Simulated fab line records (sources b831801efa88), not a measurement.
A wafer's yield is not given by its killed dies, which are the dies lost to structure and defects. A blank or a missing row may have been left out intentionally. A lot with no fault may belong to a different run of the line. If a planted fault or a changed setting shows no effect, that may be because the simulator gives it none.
Matching of chambers	flow gf180mcu	4 sister chambers for GF_HV_LDD_ETCHBACK_58 on rie-diel-04
The step etches Si3N4 in CH3F/O2, stops on SiO2, time 100 s, target depth 90 nm. 8 wafers are shown with their chamber, then 7 later ones without.

WAFERS WITH THEIR CHAMBER
wafer	chamber	drypump-motor-current-A (A)	oes-product-au (a.u.)
L213.2	0	5.7	0.845
L213.5	2	6.4	0.847
L218.4	0	5.7	0.828
L218.6	1	6.7	0.845
L220.3	1	6.7	0.849
L220.6	3	6.2	0.848
L221.2	3	6.1	0.846
L221.4	2	6.3	0.846

WAFERS MISSING THEIR CHAMBER
wafer	drypump-motor-current-A (A)	oes-product-au (a.u.)
L221.6	6.1	0.847
L229.1	6.4	0.832
L229.2	6.7	0.845
L229.4	5.7	0.842
L231.3	6.7	0.843
L231.4	5.7	0.844
L231.5	5.7	0.838

WHICH CHAMBER EACH ONE RAN IN
wafer	from the rows above	in truth
L221.6	3	3
L229.1	2	2
L229.2	1	1
L229.4	0	0
L231.3	1	1
L231.4	0	0
L231.5	0	0
7 of 7 placed correctly. Can't be placed from these rows: 0. 0 placed wrongly.
How it was worked out, from the rows above alone: a wafer's distance from a chamber is the root of the sum, over the readings, of the square of ((its reading less the chamber's mean) divided by the reading's scatter). The wafer belongs to the nearest chamber; if the next one is less than 2 further off, it can't be placed. A chamber's mean is the mean of its shown wafers. The scatter: the root of (the sum of the squares of (reading less its chamber's mean) over the shown wafers, divided by (wafers less chambers)).
